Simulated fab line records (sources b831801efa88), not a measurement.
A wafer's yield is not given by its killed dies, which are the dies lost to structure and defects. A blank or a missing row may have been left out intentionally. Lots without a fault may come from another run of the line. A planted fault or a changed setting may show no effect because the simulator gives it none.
Chamber matching	flow gf180mcu	GF_V1_CMP_26 on cmp-02: 4 sister chambers
The step polishes, stops on SiO2, t overpolish 15 s, target thk 0 nm. 16 wafers are shown with their chamber, then 7 later ones without.

== WAFERS, EACH WITH ITS CHAMBER ==
wafer	chamber	motor-current-A (A)	slurry-flow-ml-min	overpolish-run-s (s)
L107.1	0	11.6	150.1	15.011
L107.2	2	12.0	149.8	15.002
L107.4	3	9.3	151.2	15.000
L108.3	2	12.3	149.6	15.006
L108.5	2	12.6	150.0	15.004
L108.6	3	9.4	150.9	14.998
L111.2	2	12.5	149.8	15.008
L111.4	0	12.0	150.5	15.006
L122.1	1	11.2	150.3	15.000
L122.4	2	12.3	149.6	15.011
L122.6	0	12.0	149.5	15.011
L123.2	0	11.8	149.7	14.996
L123.4	3	9.2	151.2	15.004
L123.6	2	12.4	150.5	15.010
L126.1	0	13.0	149.9	15.012
L126.4	1	11.2	149.5	15.002

SIGNATURES (averages over the wafers above)
reading	chamber 0	chamber 1	chamber 2	chamber 3	scatter within a chamber
motor-current-A	12.080	11.200	12.350	9.300	0.342
slurry-flow-ml-min	149.940	149.900	149.883	151.100	0.358
overpolish-run-s	15.00720	15.00100	15.00683	15.00067	0.00466
Rule: distance of a wafer from a chamber = root of the sum over the readings of ((wafer's reading minus chamber's mean) / reading's scatter) squared. The wafer belongs to the nearest chamber; if the next one is less than 2 further off, it can't be placed. The scatter: take each reading less its chamber's mean, square it, sum over the shown wafers, divide by the number of wafers less the number of chambers, and take the root.

== WAFERS WITH NO CHAMBER GIVEN ==
wafer	motor-current-A (A)	slurry-flow-ml-min	overpolish-run-s (s)
L126.5	9.3	149.7	15.007
L127.2	10.6	150.1	15.004
L127.3	9.4	150.7	14.996
L127.4	12.1	149.9	14.999
L128.2	13.0	150.7	14.989
L128.4	12.0	150.3	14.996
L128.5	12.6	149.9	15.004

== EACH ONE'S CHAMBER ==
wafer	from the rows above	in truth
L126.5	can't be placed: 3 or 1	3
L127.2	1	1
L127.3	3	3
L127.4	can't be placed: 0 or 2 or 1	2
L128.2	can't be placed: 2 or 0 or 1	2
L128.4	can't be placed: 0 or 2 or 1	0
L128.5	can't be placed: 2 or 0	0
Correct placement for 2 of the 7. Not placeable from these rows: 5 (in 5, the candidates include the true chamber). Number placed wrongly: 0.
